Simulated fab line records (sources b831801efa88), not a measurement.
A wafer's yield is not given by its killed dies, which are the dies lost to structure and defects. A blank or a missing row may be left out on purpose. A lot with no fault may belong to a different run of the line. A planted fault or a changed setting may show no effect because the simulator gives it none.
Chamber matching	flow sky130	SKY_VIA2_CMP_24 on cmp-01 has 4 sister chambers
The step polishes, stops on SiO2, t overpolish 20 s, target thk 0 nm. 4 wafers are shown with their chamber, then 9 later ones without.

## WAFERS WITH THEIR CHAMBER
wafer	chamber	motor_current_A (A)
L564.2	3	12.6
L569.2	1	12.4
L569.4	2	10.8
L569.5	0	10.1

## WAFERS WITH NO CHAMBER GIVEN
wafer	motor_current_A (A)
L570.1	11.8
L570.2	10.5
L570.5	9.8
L571.1	10.6
L571.3	10.0
L571.5	11.6
L573.1	10.6
L573.2	10.0
L573.3	11.6

## WHICH CHAMBER EACH ONE RAN IN
wafer	from the rows above	in truth
L570.1	can't be placed: 1 or 3 or 2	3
L570.2	can't be placed: 2 or 0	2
L570.5	can't be placed: 0 or 2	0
L571.1	can't be placed: 2 or 0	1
L571.3	can't be placed: 0 or 2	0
L571.5	can't be placed: 2 or 1 or 3 or 0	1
L573.1	can't be placed: 2 or 0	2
L573.2	can't be placed: 0 or 2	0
L573.3	can't be placed: 2 or 1 or 3 or 0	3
0 of 9 placed correctly. These rows do not allow placing 9 (true chamber among the candidates in 8). 0 placed wrongly.
How it was worked out, from the rows above alone: a wafer's distance from a chamber is the root of the sum, over the readings, of the square of ((its reading less the chamber's mean) divided by the reading's scatter). The wafer belongs to the nearest chamber; if the next one is less than 2 further off, it can't be placed. For every chamber, the mean is computed from those of its wafers that are shown. The scatter: with one shown wafer a chamber, the root of the mean of the squares of how far each hidden wafer lies from its nearest shown one.
